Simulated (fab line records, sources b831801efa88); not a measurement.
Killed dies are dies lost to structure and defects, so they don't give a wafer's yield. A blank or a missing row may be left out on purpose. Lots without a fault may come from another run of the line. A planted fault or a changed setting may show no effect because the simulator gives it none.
One fault seen from 2 desks | flow sky130 | each desk has only its own numbers; what lay behind them comes last

THE TOOL OWNER'S DESK: implanter-02
The tool's own readings at SKY_VT_ADJUST_HVTR_IMPLANT_09: means of the sampled wafers that have a number, for each lot that ran on this tool. A lot is out of limits, marked OUT, if its mean lies more than 4 standard deviations from the usual mean; the brackets give that distance.
Columns: A = beam_on_s at SKY_VT_ADJUST_HVTR_IMPLANT_09, usual 10.00 s; B = end_station_pressure_torr at SKY_VT_ADJUST_HVTR_IMPLANT_09, usual 5.02e-06 Torr; C = faraday_current_uA at SKY_VT_ADJUST_HVTR_IMPLANT_09, usual 11.66
lot  | first seen here | A               | B                          | C
L576 | day 10 20:34    | 9.77            | 5.05e-06                   | 11.93
L577 | day 11 03:40    | 10.03           | 4.84e-06                   | 11.65
L578 | day 11 05:38    | 10.03           | 5.33e-06                   | 11.62
L585 | day 13 12:25    | 12.39 (+12) OUT | 1.08e-04 (+99 or more) OUT | 9.50 (-9.4) OUT
L586 | day 14 01:19    | 12.27 (+11) OUT | 1.10e-04 (+99 or more) OUT | 9.61 (-8.9) OUT
This desk's finding: out of limits on L585, L586; first on L585, day 13 12:25 (beam_on_s at SKY_VT_ADJUST_HVTR_IMPLANT_09). In limits: L576, L577, L578.

THE METROLOGY DESK
What the gauges read, lot by lot, whatever tool the lot ran on: means of the sampled wafers that have a number. A lot is out of limits, marked OUT, if its mean lies more than 4 standard deviations from the usual mean; the brackets give that distance.
Columns: A = VT_ADJUST_HVTR_TW at SKY_VT_ADJUST_HVTR_TW_MEAS_11, usual 210.1
lot  | first seen here | A
L571 | day 9 09:02     | 211.2
L572 | day 9 14:50     | 205.3
L573 | day 9 23:17     | 211.1
L574 | day 10 06:59    | 205.3
L575 | day 10 11:37    | 211.9
L576 | day 10 20:47    | 212.8
L577 | day 11 03:55    | 207.2
L578 | day 11 05:50    | 211.8
L579 | day 11 15:08    | 211.6
L585 | day 13 12:38    | 220.9
L586 | day 14 01:34    | 225.8 (+5.6) OUT
L589 | day 14 21:59    | 207.8
L590 | day 15 00:12    | 210.4
L592 | day 16 02:01    | 210.2
This desk's finding: out of limits on L586; first on L586, day 14 01:34 (VT_ADJUST_HVTR_TW at SKY_VT_ADJUST_HVTR_TW_MEAS_11). In limits: L571, L572, L573, L574, L575, L576, L577, L578, L579, L585, L589, L590, L592.

PUT TOGETHER
The tool owner's desk could have raised an alarm at day 13 12:25, on L585, L586.
The metrology desk could have raised an alarm at day 14 01:34, on L586.
The metrology desk has L585 on record, within its limits.
Of the lots named, all ran SKY_VT_ADJUST_HVTR_IMPLANT_09 on implanter-02.

WHAT THE SIMULATOR HAD PUT IN
Process parameter drift: implanter-02, from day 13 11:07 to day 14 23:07, at SKY_VT_ADJUST_HVTR_IMPLANT_09. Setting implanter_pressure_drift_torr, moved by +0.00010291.
Process parameter drift: implanter-02, from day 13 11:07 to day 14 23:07, at SKY_VT_ADJUST_HVTR_IMPLANT_09. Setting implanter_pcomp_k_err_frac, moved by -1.
Lots struck among those shown: L585, L586.
Hours from the fault's start to each desk's first reading out of limits: the tool owner's desk, 1; the metrology desk, 14.
